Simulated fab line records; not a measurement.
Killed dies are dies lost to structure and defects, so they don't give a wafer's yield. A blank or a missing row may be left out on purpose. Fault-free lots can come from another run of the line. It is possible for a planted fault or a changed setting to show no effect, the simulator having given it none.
The tool behind it: which one? / flow gf180mcu / 10 lots with 30 wafers sampled at 5 steps, on a route of 602 steps

## WHAT EACH GAUGE READ, for each wafer
GF_TOP_METAL_RS_MEAS_05: measures by four-point-probe.
lot=L210; measured=day 27 14:51; on=film-metro-04; TOP_METAL_ALCU_RS (ohm/sq)=0.0327 0.0328 0.0319
lot=L211; measured=day 27 15:44; on=film-metro-04; TOP_METAL_ALCU_RS (ohm/sq)=0.0329 0.0330 0.0328
lot=L213; measured=day 28 11:59; on=film-metro-02; TOP_METAL_ALCU_RS (ohm/sq)=0.0327 0.0327 0.0330
lot=L214; measured=day 28 14:04; on=film-metro-03; TOP_METAL_ALCU_RS (ohm/sq)=0.0330 0.0327 0.0328
lot=L221; measured=day 30 17:00; on=film-metro-03; TOP_METAL_ALCU_RS (ohm/sq)=0.0324 0.0360 0.0328
lot=L222; measured=day 30 21:53; on=film-metro-04; TOP_METAL_ALCU_RS (ohm/sq)=0.0358 0.0322 0.0324
lot=L226; measured=day 31 22:01; on=film-metro-03; TOP_METAL_ALCU_RS (ohm/sq)=0.0325 0.0326 0.0328
lot=L230; measured=day 32 23:21; on=film-metro-03; TOP_METAL_ALCU_RS (ohm/sq)=0.0333 0.0329 0.0331
lot=L231; measured=day 33 07:03; on=film-metro-02; TOP_METAL_ALCU_RS (ohm/sq)=0.0330 0.0323 0.0324
lot=L233; measured=day 33 14:46; on=film-metro-02; TOP_METAL_ALCU_RS (ohm/sq)=0.0328 0.0322 0.0324

## EACH LOT AND THE TOOL THAT RAN IT (in order: tool; ch and the chambers of the sampled wafers; start)
lot=L210; GF_MIM_SPUTTER_09=pvd-sputter-04, day 24 19:54; GF_V5_CMP_04=cmp-01 ch 1,2, day 26 15:35; GF_V5_ETCH_17=rie-diel-03 ch 1,2,3, day 27 14:42 or earlier; GF_TOP_METAL_SPUTTER_02=pvd-sputter-04, day 27 14:42
lot=L211; GF_MIM_SPUTTER_09=pvd-sputter-04, day 24 21:07; GF_V5_CMP_04=cmp-01 ch 0,2, day 26 16:58; GF_V5_ETCH_17=rie-diel-03 ch 1,2,3, day 27 15:36 or earlier; GF_TOP_METAL_SPUTTER_02=pvd-sputter-01, day 27 15:36
lot=L213; GF_MIM_SPUTTER_09=pvd-sputter-04, day 25 19:13; GF_V5_CMP_04=cmp-01 ch 1,2,3, day 27 14:40; GF_V5_ETCH_17=rie-diel-02 ch 0,1, day 28 11:52 or earlier; GF_TOP_METAL_SPUTTER_02=pvd-sputter-02, day 28 11:52
lot=L214; GF_MIM_SPUTTER_09=pvd-sputter-01, day 25 21:55; GF_V5_CMP_04=cmp-02 ch 0,2,3, day 27 16:14; GF_V5_ETCH_17=rie-diel-02 ch 0,2,3, day 28 13:56 or earlier; GF_TOP_METAL_SPUTTER_02=pvd-sputter-01, day 28 13:56
lot=L221; GF_MIM_SPUTTER_09=pvd-sputter-04, day 28 05:28; GF_V5_CMP_04=cmp-02 ch 0,2, day 29 20:41; GF_V5_ETCH_17=rie-diel-03 ch 0,1, day 30 16:55 or earlier; GF_TOP_METAL_SPUTTER_02=pvd-sputter-01, day 30 16:55
lot=L222; GF_MIM_SPUTTER_09=pvd-sputter-04, day 28 08:59; GF_V5_CMP_04=cmp-02 ch 0,1,3, day 30 02:08; GF_V5_ETCH_17=rie-diel-02 ch 2,3, day 30 21:47 or earlier; GF_TOP_METAL_SPUTTER_02=pvd-sputter-01, day 30 21:47
lot=L226; GF_MIM_SPUTTER_09=pvd-sputter-01, day 29 11:37; GF_V5_CMP_04=cmp-02 ch 0,1,2, day 31 02:12; GF_V5_ETCH_17=rie-diel-04 ch 0,1,3, day 31 21:53 or earlier; GF_TOP_METAL_SPUTTER_02=pvd-sputter-04, day 31 21:53
lot=L230; GF_MIM_SPUTTER_09=pvd-sputter-03, day 30 17:11; GF_V5_CMP_04=cmp-01 ch 0,1,3, day 32 05:07; GF_V5_ETCH_17=rie-diel-04 ch 0,2, day 32 23:14 or earlier; GF_TOP_METAL_SPUTTER_02=pvd-sputter-02, day 32 23:14
lot=L231; GF_MIM_SPUTTER_09=pvd-sputter-04, day 31 00:20; GF_V5_CMP_04=cmp-02 ch 1,2,3, day 32 12:30; GF_V5_ETCH_17=rie-diel-03 ch 2,3, day 33 06:56 or earlier; GF_TOP_METAL_SPUTTER_02=pvd-sputter-04, day 33 06:56
lot=L233; GF_MIM_SPUTTER_09=pvd-sputter-03, day 31 09:55; GF_V5_CMP_04=cmp-01 ch 0,2,3, day 32 20:43; GF_V5_ETCH_17=rie-diel-04 ch 1,2,3, day 33 14:41 or earlier; GF_TOP_METAL_SPUTTER_02=pvd-sputter-04, day 33 14:41
- GF_MIM_SPUTTER_09: material TiN, target thk 35 nm, time 29.2 s.
- GF_V5_CMP_04: polishes SiO2.
- GF_V5_ETCH_17: etches SiO2 in C4F8/O2/Ar, stops on TiN, target depth 855 nm.
- GF_TOP_METAL_SPUTTER_02: material AlCu, target thk 900 nm, time 47.82 s.

## THE ANSWER, worked out from the rows above alone
Rule: usual is defined by the lots themselves. Put in order of their means at a reading, lots are off if they are a third of the lots or fewer, leave a main group of 4 or more, and stand apart from it by a gap of 3 or more times the standard deviation of the main group's means; of several such gaps the widest counts. A main group is skipped when, at the precision printed for the reading in the tables above, its means are all equal. A lot without any number at a reading at which 4 lots or more have one is off too. The other lots that the step has rows for count as sound.
No lot is off on any of the readings shown, so nothing can be concluded from this.

## WHAT HAD BEEN PUT IN BY THE SIMULATOR
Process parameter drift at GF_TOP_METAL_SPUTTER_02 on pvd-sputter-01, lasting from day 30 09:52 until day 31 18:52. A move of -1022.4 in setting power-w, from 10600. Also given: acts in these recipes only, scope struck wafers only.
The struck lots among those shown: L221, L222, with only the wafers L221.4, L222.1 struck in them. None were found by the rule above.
